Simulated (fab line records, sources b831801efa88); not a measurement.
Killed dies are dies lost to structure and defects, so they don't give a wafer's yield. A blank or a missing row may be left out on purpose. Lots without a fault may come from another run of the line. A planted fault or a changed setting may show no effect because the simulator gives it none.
One fault seen from 2 desks | flow gf180mcu | each desk has only its own numbers; what lay behind them comes last

THE TOOL OWNER'S DESK: pvd_sputter-02
The tool's own readings at GF_V1_SPUTTER_22 (material TiN, target thk 10 nm, time 40 s): means of the sampled wafers that have a number, for each lot that ran on this tool. A lot is out of limits, marked OUT, if its mean lies more than 4 standard deviations from the usual mean; the brackets give that distance.
Columns: A = chamber_pressure_pa at GF_V1_SPUTTER_22, usual 4.999 Pa; B = throttle_valve_pct at GF_V1_SPUTTER_22, usual 30.6 %
lot  | first seen here | A               | B
L522 | day 19 07:50    | 4.995           | 30.7
L529 | day 22 07:22    | 4.999           | 30.9
L531 | day 22 16:49    | 4.697 (-31) OUT | 31.8
L535 | day 23 21:27    | 4.700 (-31) OUT | 30.9
This desk's finding: out of limits on L531, L535; first on L531, day 22 16:49 (chamber_pressure_pa at GF_V1_SPUTTER_22). In limits: L522, L529.

THE METROLOGY DESK
What the gauges read, lot by lot, whatever tool the lot ran on: means of the sampled wafers that have a number. A lot is out of limits, marked OUT, if its mean lies more than 4 standard deviations from the usual mean; the brackets give that distance.
Columns: A = cd_nm at GF_V1_CD_MEAS_14, usual 259.7 nm; B = V1_OVL at GF_V1_OVL_MEAS_15, usual 2 nm
lot  | first seen here | A     | B
L522 | day 19 06:59    | 260.1 | 6
L529 | day 22 06:28    | 260.1 | -2
L531 | day 22 15:31    | 262.8 | 10
L533 | day 23 13:43    | 261.3 | -1
L535 | day 23 20:34    | 258.7 | 1
L542 | day 26 11:07    | 260.8 | 3
This desk's finding: nothing out of limits on any of the 6 lots.

PUT TOGETHER
The tool owner's desk could have raised an alarm at day 22 16:49, on L531, L535.
The metrology desk saw nothing out of limits.
The metrology desk has L531, L535 on record, within its limits.
Of the lots named, all ran GF_V1_SPUTTER_22 on pvd_sputter-02.

WHAT THE SIMULATOR HAD PUT IN
Process parameter drift: pvd_sputter-02, from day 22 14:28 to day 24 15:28, at GF_V1_SPUTTER_22. Setting chamber_pressure_pa, moved by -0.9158, from 5. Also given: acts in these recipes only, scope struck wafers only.
Lots struck among those shown: L531, L535.
Hours from the fault's start to each desk's first reading out of limits: the tool owner's desk, 2.
